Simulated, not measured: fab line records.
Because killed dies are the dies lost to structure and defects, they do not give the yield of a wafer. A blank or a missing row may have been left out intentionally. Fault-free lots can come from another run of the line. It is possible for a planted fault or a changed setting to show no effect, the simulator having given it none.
Which tool was responsible? / flow gf180mcu / 13 lots with 39 wafers sampled at 5 steps, on a route of 602 steps

## WHAT THE GAUGES SHOWED, per wafer
GF_NSD_CD_MEAS_07 targets a cd of 400 nm.
lot=L551; measured=day 13 13:27; on=cd-sem-01; cd-nm (nm)=402.0 400.0 399.7
lot=L553; measured=day 13 21:56; on=cd-sem-02; cd-nm (nm)=396.2 399.5 396.0
lot=L552; measured=day 13 23:38; on=cd-sem-02; cd-nm (nm)=400.4 399.1 400.7
lot=L560; measured=day 16 17:41; on=cd-sem-02; cd-nm (nm)=400.1 403.4 398.2
lot=L562; measured=day 17 08:45; on=cd-sem-02; cd-nm (nm)=397.7 399.6 397.5
lot=L564; measured=day 17 22:06; on=cd-sem-01; cd-nm (nm)=397.1 398.2 397.8
lot=L565; measured=day 18 01:01; on=cd-sem-01; cd-nm (nm)=400.0 397.1 400.0
lot=L566; measured=day 18 14:35; on=cd-sem-01; cd-nm (nm)=397.7 398.2 399.8
lot=L568; measured=day 19 09:47; on=cd-sem-01; cd-nm (nm)=401.5 399.9 400.0
lot=L570; measured=day 19 18:13; on=cd-sem-01; cd-nm (nm)=399.8 399.4 399.7
lot=L572; measured=day 20 10:34; on=cd-sem-02; cd-nm (nm)=401.5 402.5 402.8
lot=L573; measured=day 20 20:31; on=cd-sem-01; cd-nm (nm)=401.0 404.0 399.8
lot=L574; measured=day 21 04:43; on=cd-sem-02; cd-nm (nm)=401.3 399.2 401.7

GF_NSD_OVL_MEAS_08.
lot=L551; measured=day 13 13:34; on=overlay-01; NSD_OVL (nm)=0.6 0.6 2.1
lot=L553; measured=day 13 22:02; on=overlay-01; NSD_OVL (nm)=-0.3 -2.7 -1.8
lot=L552; measured=day 13 23:45; on=overlay-02; NSD_OVL (nm)=-0.1 -0.3 2.2
lot=L560; measured=day 16 17:47; on=overlay-01; NSD_OVL (nm)=-0.6 -0.9 0.1
lot=L562; measured=day 17 08:52; on=overlay-01; NSD_OVL (nm)=-0.5 -1.0 -0.9
lot=L564; measured=day 17 22:13; on=overlay-01; NSD_OVL (nm)=-0.1 -0.2 -0.7
lot=L565; measured=day 18 01:07; on=overlay-01; NSD_OVL (nm)=3.1 1.3 0.8
lot=L566; measured=day 18 14:42; on=overlay-01; NSD_OVL (nm)=-0.7 0.0 -0.1
lot=L568; measured=day 19 09:53; on=overlay-02; NSD_OVL (nm)=1.8 1.4 1.0
lot=L570; measured=day 19 18:19; on=overlay-01; NSD_OVL (nm)=-0.5 2.5 0.9
lot=L572; measured=day 20 10:40; on=overlay-02; NSD_OVL (nm)=0.4 -0.6 1.0
lot=L573; measured=day 20 20:37; on=overlay-02; NSD_OVL (nm)=-0.9 0.0 0.2
lot=L574; measured=day 21 04:50; on=overlay-02; NSD_OVL (nm)=-0.1 1.0 0.0

GF_PSD_RS_MEAS_15: the measuring method here is four-point-probe.
lot=L551; measured=day 14 11:10; on=film-metro-03; PSD_RS (ohm/sq)=108.59 108.82 108.50
lot=L553; measured=day 14 20:02; on=film-metro-02; PSD_RS (ohm/sq)=108.61 108.79 109.16
lot=L552; measured=day 14 21:21; on=film-metro-03; PSD_RS (ohm/sq)=108.59 108.66 108.35
lot=L560; measured=day 17 17:00; on=film-metro-02; PSD_RS (ohm/sq)=108.99 108.89 108.91
lot=L562; measured=day 18 10:04; on=film-metro-03; PSD_RS (ohm/sq)=108.75 108.90 108.71
lot=L564; measured=day 18 23:10; on=film-metro-01; PSD_RS (ohm/sq)=108.54 108.81 108.69
lot=L565; measured=day 19 02:13; on=film-metro-03; PSD_RS (ohm/sq)=108.22 108.42 108.60
lot=L566; measured=day 19 16:07; on=film-metro-02; PSD_RS (ohm/sq)=108.41 108.62 108.55
lot=L568; measured=day 20 10:39; on=film-metro-03; PSD_RS (ohm/sq)=108.76 108.45 108.79
lot=L570; measured=day 20 19:26; on=film-metro-02; PSD_RS (ohm/sq)=108.67 108.41 108.28
lot=L572; measured=day 21 11:28; on=film-metro-02; PSD_RS (ohm/sq)=108.39 108.82 108.85
lot=L573; measured=day 21 21:11; on=film-metro-02; PSD_RS (ohm/sq)=109.14 108.76 109.10
lot=L574; measured=day 22 05:20; on=film-metro-01; PSD_RS (ohm/sq)=108.63 108.48 108.54

GF_SALICIDE_RS_MEAS_04: the measuring method here is four-point-probe.
lot=L551; measured=day 15 09:05; on=film-metro-03; SALICIDE_TIN_RS (ohm/sq)=16.03 15.89 15.98
lot=L553; measured=day 15 17:52; on=film-metro-02; SALICIDE_TIN_RS (ohm/sq)=16.19 15.78 16.11
lot=L552; measured=day 15 19:41; on=film-metro-04; SALICIDE_TIN_RS (ohm/sq)=16.47 16.64 16.27
lot=L560; measured=day 18 16:20; on=film-metro-03; SALICIDE_TIN_RS (ohm/sq)=16.63 30.55 16.52
lot=L562; measured=day 19 10:06; on=film-metro-02; SALICIDE_TIN_RS (ohm/sq)=15.74 15.76 16.13
lot=L564; measured=day 19 23:48; on=film-metro-04; SALICIDE_TIN_RS (ohm/sq)=15.92 16.08 15.95
lot=L565; measured=day 20 03:04; on=film-metro-04; SALICIDE_TIN_RS (ohm/sq)=16.46 16.15 16.41
lot=L566; measured=day 20 16:26; on=film-metro-03; SALICIDE_TIN_RS (ohm/sq)=16.49 16.07 16.55
lot=L568; measured=day 21 10:40; on=film-metro-04; SALICIDE_TIN_RS (ohm/sq)=16.27 16.00 16.13
lot=L570; measured=day 21 19:54; on=film-metro-02; SALICIDE_TIN_RS (ohm/sq)=15.70 15.98 15.75
lot=L572; measured=day 22 11:02; on=film-metro-03; SALICIDE_TIN_RS (ohm/sq)=16.15 16.71 16.40
lot=L573; measured=day 22 21:20; on=film-metro-03; SALICIDE_TIN_RS (ohm/sq)=16.09 16.47 16.49
lot=L574; measured=day 23 04:56; on=film-metro-03; SALICIDE_TIN_RS (ohm/sq)=16.17 16.62 16.73

## EACH LOT AND THE TOOL THAT RAN IT (in order: tool; ch and the chambers of the sampled wafers; start)
lot=L551; GF_SALICIDE_SPUTTER_02=pvd-sputter-02, day 15 09:02
lot=L553; GF_SALICIDE_SPUTTER_02=pvd-sputter-02, day 15 17:46
lot=L552; GF_SALICIDE_SPUTTER_02=pvd-sputter-03, day 15 19:38
lot=L560; GF_SALICIDE_SPUTTER_02=pvd-sputter-03, day 18 16:15
lot=L562; GF_SALICIDE_SPUTTER_02=pvd-sputter-02, day 19 10:02
lot=L564; GF_SALICIDE_SPUTTER_02=pvd-sputter-04, day 19 23:45
lot=L565; GF_SALICIDE_SPUTTER_02=pvd-sputter-02, day 20 02:58
lot=L566; GF_SALICIDE_SPUTTER_02=pvd-sputter-02, day 20 16:22
lot=L568; GF_SALICIDE_SPUTTER_02=pvd-sputter-04, day 21 10:35
lot=L570; GF_SALICIDE_SPUTTER_02=pvd-sputter-04, day 21 19:50
lot=L572; GF_SALICIDE_SPUTTER_02=pvd-sputter-02, day 22 10:57
lot=L573; GF_SALICIDE_SPUTTER_02=pvd-sputter-04, day 22 21:14
lot=L574; GF_SALICIDE_SPUTTER_02=pvd-sputter-03, day 23 04:53
- GF_SALICIDE_SPUTTER_02: material Co, target thk 10 nm, time 20 s.

## WHAT THE TOOLS THEMSELVES READ (means of the sampled wafers that have a number; where no wafer has one, the mark that the record gives instead)
GF_SALICIDE_SPUTTER_02.
lot=L551; tool=pvd-sputter-02; throttle-valve-pct (%)=29.2
lot=L553; tool=pvd-sputter-02; throttle-valve-pct (%)=30.2
lot=L552; tool=pvd-sputter-03; throttle-valve-pct (%)=30.4
lot=L560; tool=pvd-sputter-03; throttle-valve-pct (%)=30.5
lot=L562; tool=pvd-sputter-02; throttle-valve-pct (%)=29.8
lot=L564; tool=pvd-sputter-04; throttle-valve-pct (%)=30.3
lot=L565; tool=pvd-sputter-02; throttle-valve-pct (%)=29.9
lot=L566; tool=pvd-sputter-02; throttle-valve-pct (%)=28.5
lot=L568; tool=pvd-sputter-04; throttle-valve-pct (%)=31.1
lot=L570; tool=pvd-sputter-04; throttle-valve-pct (%)=30.5
lot=L572; tool=pvd-sputter-02; throttle-valve-pct (%)=29.3
lot=L573; tool=pvd-sputter-04; throttle-valve-pct (%)=29.3
lot=L574; tool=pvd-sputter-03; throttle-valve-pct (%)=30.5

## THE ANSWER, worked out from the rows above alone
Rule: the lots themselves supply what counts as usual. The widest of any qualifying gaps counts: lots, ordered by their means at a reading, are off when they make up no more than a third of the lots, leave a main group of 4 or more, and stand apart from it by 3 or more times the standard deviation of that group's means. A main group whose means are all the same, to the digits that the tables above print for the reading, isn't used. Also off: a lot with no number at a reading for which 4 or more lots have one. The other lots that the step has rows for count as sound. Order of review: gauges by route order, followed by the tools' own readings, for which a lot's mean as printed above is used. The first step at which some lot is off is used, and at that step the reading that is off furthest; a lot without a number counts as furthest.
Off: at GF_SALICIDE_RS_MEAS_04 (SALICIDE_TIN_RS), L560. Mean 16.19 ohm/sq and standard deviation 0.24 in the main group.
If a tool, at a process step before that reading, ran all the lots that are off and no sound lot after the first of them, it fits. Those tools and the gauges at GF_SALICIDE_RS_MEAS_04 are tried in the same way. None of those tried fits.

## WHAT WAS PUT IN BY THE SIMULATOR
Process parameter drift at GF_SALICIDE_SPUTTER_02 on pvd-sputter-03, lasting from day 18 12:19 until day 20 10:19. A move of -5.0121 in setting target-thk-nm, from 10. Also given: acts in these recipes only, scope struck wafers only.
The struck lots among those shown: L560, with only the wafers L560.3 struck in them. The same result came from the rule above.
